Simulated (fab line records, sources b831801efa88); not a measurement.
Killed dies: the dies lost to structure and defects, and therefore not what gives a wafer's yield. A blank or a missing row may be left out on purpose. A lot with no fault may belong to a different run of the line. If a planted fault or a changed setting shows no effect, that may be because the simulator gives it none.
fab line records | flow sky130
record: lots: 6 wafers: 18 last-day: 49
route steps=708 shown POLY_GATE@236 LDD_N@237 PAD_OPEN@708
lots that met no fault: from a run of the same line without faults
start-h: start of the lot's first displayed wafer, in hours after the record's first day | wait-h: hours elapsed since this lot's preceding step | " unchanged from the row above | L1.1+2: a row that stands for several wafers | - value missing, or start not given | * or withheld: withheld | < > ~ a bound
route shown NAME@n: names a module that has steps shown in the file, with the first one's number in the route | usual: average and standard deviation across the fault-free wafers | same: alike in all rows | chamber/n: place in a boat | sites: the reading at each site | _std_site: how widely they spread, as a standard deviation | _edge_site: the outer-site mean with the inner-site mean subtracted | radius-mm: for every site, how far away it sits from the centre of the wafer | mask NAME#n: copy n | behind: the last tool/chamber to shape the wafer | hold: the reason the lot was held/the length of the hold in hours/how it ended | device: the n, p or np transistor that did not switch | end of line: tests run on the same wafers once the route is complete | step lacking rows: just its recipe | killed: dies lost to structure and defects at the first sort, not the wafer's yield | map: a wafer's dies, x killed, . not, _ none there
set.NAME: the setting that was run; set.NAME@STEP: the one run at that earlier step | model.NAME: the simulator's own value behind a step, which no gauge read
lots seen at some steps along the route; tables by step, rows by wafer
services: from which hour (start-h, from the record's first day; less than 0 if before it) a tool's chamber was out of use, for how many hours, and why
== steps ==
step: SKY_POLY_GATE_CD_MEAS_22
usual: cd-nm: 150/3.1
columns lot.wafer tool chamber start-h wait-h cd-nm
L586.2 cd-sem-02 - 403.89 0.1 157
L586.3 " - " " 146
L586.6 " - " " 149
L587.2 cd-sem-01 - 423.70 0.1 152
L587.4 " - " " 148
L587.6 " - " " 153
L589.3 cd-sem-01 - 433.93 0.1 148
L589.5 " - " " 150
L589.6 " - " " 154
L590.2 cd-sem-02 - 447.91 0.1 152
L590.4 " - " " 147
L590.5 " - " " 154
L598.2 cd-sem-02 - 520.05 0.1 148
L598.3 " - " " 155
L598.5 " - " " 151
L600.2 cd-sem-02 - 526.47 0.1 144
L600.3 " - " " 153
L600.4 " - " " 153
step: SKY_LDD_N_DEHYDRATE_00
recipe: temp-c: 200 time-s: 60
step: SKY_LDD_N_HMDS_01
recipe: prime-time-s: 60 prime-temp-c: 120
step: SKY_LDD_N_COAT_02
recipe: resist: NOVOLAK spin-rpm: 3000 resist-thk-nm: 300
step: SKY_LDD_N_SOFTBAKE_03
recipe: temp-c: 90 time-s: 57.73 resist: NOVOLAK
step: SKY_LDD_N_EXPOSE_04
recipe: mask-id: NTM target-cd-nm: 840 na: 0.6 source-shape: conventional sigma-outer: 0.6 dose-mj: 110
step: SKY_LDD_N_PEB_05
recipe: temp-c: withheld time-s: * resist: NOVOLAK
step: SKY_LDD_N_DEVELOP_06
recipe: develop-time-s: 60 dev-temp-c: 23
step: SKY_LDD_N_OVL_MEAS_07
usual: LDD_N_OVL: 1.4/1.4
columns lot.wafer tool chamber start-h wait-h LDD_N_OVL[nm]
L586.2 overlay-01 - 433.92 0.1 1.4
L586.3 " - " " 3.2
L586.6 " - " " 0.3
L587.2 overlay-02 - 454.97 0.1 0.6
L587.4 " - " " -1.3
L587.6 " - " " 0.7
L589.3 overlay-02 - 465.03 0.1 0.1
L589.5 " - " " 1.8
L589.6 " - " " 0.6
L590.2 overlay-01 - 479.82 0.1 2.3
L590.4 " - " " 2.4
L590.5 " - " " 4.0
L598.2 overlay-01 - 550.16 0.1 1.6
L598.3 " - " " -1.1
L598.5 " - " " 0.6
L600.2 overlay-02 - 555.66 0.1 3.3
L600.3 " - " " 1.6
L600.4 " - " " 3.6
step: SKY_LDD_N_IMPLANT_08
recipe: species: As energy-kev: 20 dose-cm2: 7.5e+13 tilt-deg: withheld rotation-deg: 23
step: SKY_LDD_N_IMPLANT_09
recipe: species: As energy-kev: 20 dose-cm2: 7.5e+13 tilt-deg: withheld rotation-deg: 113
step: SKY_LDD_N_IMPLANT_10
recipe: species: As energy-kev: 20 dose-cm2: 7.5e+13 tilt-deg: withheld rotation-deg: 203
step: SKY_LDD_N_IMPLANT_11
recipe: species: As energy-kev: 20 dose-cm2: 7.5e+13 tilt-deg: withheld rotation-deg: 293
usual: beam-on-s: 9.99/0.19 dose-ions-cm2: 7.501e+13/8.4e+10 faraday-current-uA: 423/7.9
columns lot.wafer tool chamber start-h wait-h beam-on-s dose-ions-cm2 faraday-current-uA
L586.2 implanter-01 0 434.43 0.1 10.04 7.509e+13 421
L586.3 " 0 " " 10.24 7.488e+13 411
L586.6 " 0 " " 9.50 7.487e+13 441
L587.2 implanter-03 0 455.48 0.1 10.16 7.492e+13 416
L587.4 " 0 " " 10.14 7.498e+13 417
L587.6 " 0 " " 10.02 7.49e+13 423
L589.3 implanter-01 0 465.55 0.1 10.16 6.939e+13 385
L589.5 " 0 " " 9.99 6.935e+13 392
L589.6 " 0 " " 10.06 6.921e+13 389
L590.2 implanter-01 0 480.33 0.1 10.41 6.927e+13 376
L590.4 " 0 " " 10.15 6.931e+13 384
L590.5 " 0 " " 10.21 6.922e+13 382
L598.2 implanter-03 0 550.67 0.1 10.03 7.51e+13 424
L598.3 " 0 " " 10.03 7.518e+13 421
L598.5 " 0 " " 9.68 7.509e+13 436
L600.2 implanter-01 0 556.17 0.1 9.95 7.501e+13 425
L600.3 " 0 " " 9.54 7.498e+13 441
L600.4 " 0 " " 10.11 7.493e+13 418
step: SKY_LDD_N_IMPLANT_12
recipe: species: BF2 energy-kev: 50 dose-cm2: 5e+12 tilt-deg: 30 rotation-deg: 0
step: SKY_PAD_OPEN_PROBE_99
usual: killed_at_M0_to_M3: 44/7.9 killed_at_M4_up: 3.1/2 killed-at-contacts: 23/4.9 killed-at-front-end: 15/3.9 killed-at-other: 0.2/0.49 killed-dies: 86/10 killed-open: 47/7.1 killed-short: 39/7.1
same: gross-dies: 492 killed-at-back-side: 0
columns lot.wafer tool chamber start-h wait-h killed_at_M0_to_M3 killed_at_M4_up killed-at-contacts killed-at-front-end killed-at-other killed-dies killed-open killed-short
L587.2 prober-01 - 1110.49 0.1 39 3 28 14 0 84 33 50
L587.4 prober-01 - 1110.59 0.2 33 4 22 19 0 78 37 39
L587.6 prober-01 - 1110.69 0.2 31 0 24 18 1 74 33 41
L590.2 prober-01 - 1135.06 0.1 31 5 29 11 0 76 43 33
L590.4 prober-01 - 1135.16 0.2 47 1 20 18 0 86 43 43
L590.5 prober-01 - 1135.21 0.2 36 1 40 21 0 98 59 39
L598.2 prober-02 - 1168.57 0.1 38 0 28 18 0 84 54 30
L598.3 prober-02 - 1168.62 0.2 39 4 17 15 0 75 40 35
L598.5 prober-02 - 1168.72 0.2 53 6 25 16 0 100 54 46
L600.2 prober-01 - 1170.72 0.1 57 0 17 17 0 91 50 41
L600.3 prober-01 - 1170.77 0.2 48 9 27 10 0 94 51 43
L600.4 prober-01 - 1170.82 0.2 51 3 30 12 0 96 62 33
killed by level:class
L587.2 LOCAL_INTERCONNECT:geometric-particle:short=10 METAL2:geometric-particle:short=7 CONTACT:geometric-particle:short=6 CONTACT:geometric-particle:open=6 VIA1:geometric-particle:open=5 VIA1:geometric-particle:short=5 VIA2:geometric-particle:short=5 FIELD_ISO:geometric-particle:open=4
L587.4 VIA1:geometric-particle:open=9 CONTACT:geometric-particle:open=8 POLY_GATE:geometric-particle:short=6 VIA1:geometric-particle:short=6 METAL2:geometric-particle:short=5 SPACER:geometric-particle:open=4 LI_CONTACT:geometric-particle:open=4 LOCAL_INTERCONNECT:geometric-particle:short=4
L587.6 VIA1:geometric-particle:open=10 LOCAL_INTERCONNECT:geometric-particle:short=9 CONTACT:geometric-particle:short=8 FIELD_ISO:geometric-particle:short=6 CONTACT:geometric-particle:open=6 METAL2:geometric-particle:short=5 VIA3:geometric-particle:open=5 SPACER:geometric-particle:short=4
L590.2 CONTACT:geometric-particle:open=14 VIA1:geometric-particle:open=7 LOCAL_INTERCONNECT:geometric-particle:short=6 VIA3:geometric-particle:open=6 VIA2:geometric-particle:open=5 FIELD_ISO:geometric-particle:short=5 LI_CONTACT:geometric-particle:open=5 VIA1:geometric-particle:short=5
L590.4 VIA3:geometric-particle:open=9 CONTACT:geometric-particle:open=8 VIA1:geometric-particle:short=7 FIELD_ISO:geometric-particle:open=6 METAL3:geometric-particle:short=6 VIA1:geometric-particle:open=6 FIELD_ISO:geometric-particle:short=5 METAL2:geometric-particle:short=5
L590.5 CONTACT:geometric-particle:open=20 VIA1:geometric-particle:open=11 FIELD_ISO:geometric-particle:short=8 LI_CONTACT:geometric-particle:open=6 LOCAL_INTERCONNECT:geometric-particle:short=6 VIA2:geometric-particle:open=5 VIA3:geometric-particle:open=5 FIELD_ISO:geometric-particle:open=4
L598.2 LI_CONTACT:geometric-particle:open=14 VIA1:geometric-particle:open=11 CONTACT:geometric-particle:open=9 METAL1:geometric-particle:short=7 FIELD_ISO:geometric-particle:short=5 POLY_GATE:geometric-particle:short=5 VIA1:geometric-particle:short=5 VIA2:geometric-particle:open=5
L598.3 VIA3:geometric-particle:open=11 VIA1:geometric-particle:open=6 CONTACT:geometric-particle:open=5 CONTACT:geometric-particle:short=5 FIELD_ISO:geometric-particle:short=4 VIA1:geometric-particle:short=4 FIELD_ISO:geometric-particle:open=3 POLY_GATE:geometric-particle:short=3
L598.5 VIA1:geometric-particle:open=13 LI_CONTACT:geometric-particle:open=9 VIA3:geometric-particle:open=8 CONTACT:geometric-particle:open=6 METAL4:geometric-particle:short=6 VIA2:geometric-particle:short=6 LI_CONTACT:geometric-particle:short=5 METAL1:geometric-particle:short=5
L600.2 VIA1:geometric-particle:open=13 CONTACT:geometric-particle:open=8 FIELD_ISO:geometric-particle:short=6 METAL1:geometric-particle:short=6 VIA2:geometric-particle:open=5 VIA1:geometric-particle:short=5 VIA3:geometric-particle:open=5 METAL3:geometric-particle:short=5
L600.3 VIA1:geometric-particle:open=11 LI_CONTACT:geometric-particle:open=9 METAL4:geometric-particle:short=7 VIA2:geometric-particle:open=7 VIA3:geometric-particle:open=6 CONTACT:geometric-particle:open=6 METAL1:geometric-particle:short=6 METAL2:geometric-particle:short=5
L600.4 CONTACT:geometric-particle:open=16 VIA3:geometric-particle:open=11 VIA1:geometric-particle:open=9 LI_CONTACT:geometric-particle:open=8 VIA1:geometric-particle:short=8 METAL2:geometric-particle:short=5 CONTACT:geometric-particle:short=5 VIA2:geometric-particle:open=4
== services ==
columns tool chamber start-h hours kind
implanter-03 - 467.03 2.9 repair
implanter-03 - 467.85 12.9 repair
implanter-03 - 480.49 2.9 repair
implanter-03 - 508.97 2.8 repair
implanter-01 - 546.55 6.4 repair
== key ==
first-sign: step: SKY_LDD_N_IMPLANT_11 reading: dose-ions-cm2 direction: down sigmas: 68 usual: * struck: *
effect: step: SKY_LDD_N_IMPLANT_11 reading: faraday-current-uA direction: down sigmas: 4.9 usual: 423 struck: 385
met-at SKY_LDD_N_IMPLANT_11
struck-wafers L589.3,L589.5,L589.6,L590.2,L590.4,L590.5
tester-left-out L589,L590
onset-between 434.43 465.55
fault: kind: process-parameter-drift tool: implanter-01 chamber: - onset-h: 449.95 steps: SKY_LDD_N_IMPLANT_11 channel: dose-cm2 offset: * shape: step end-h: 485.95 acts-in: * stated: *
tester-left-out: of these lots the tester's yield and bins aren't shown, on N5 and GAA mostly nor the transistor test; their killed dies are dies lost to structure and defects alone, not to doping, threshold or leakage, so they don't give the yield
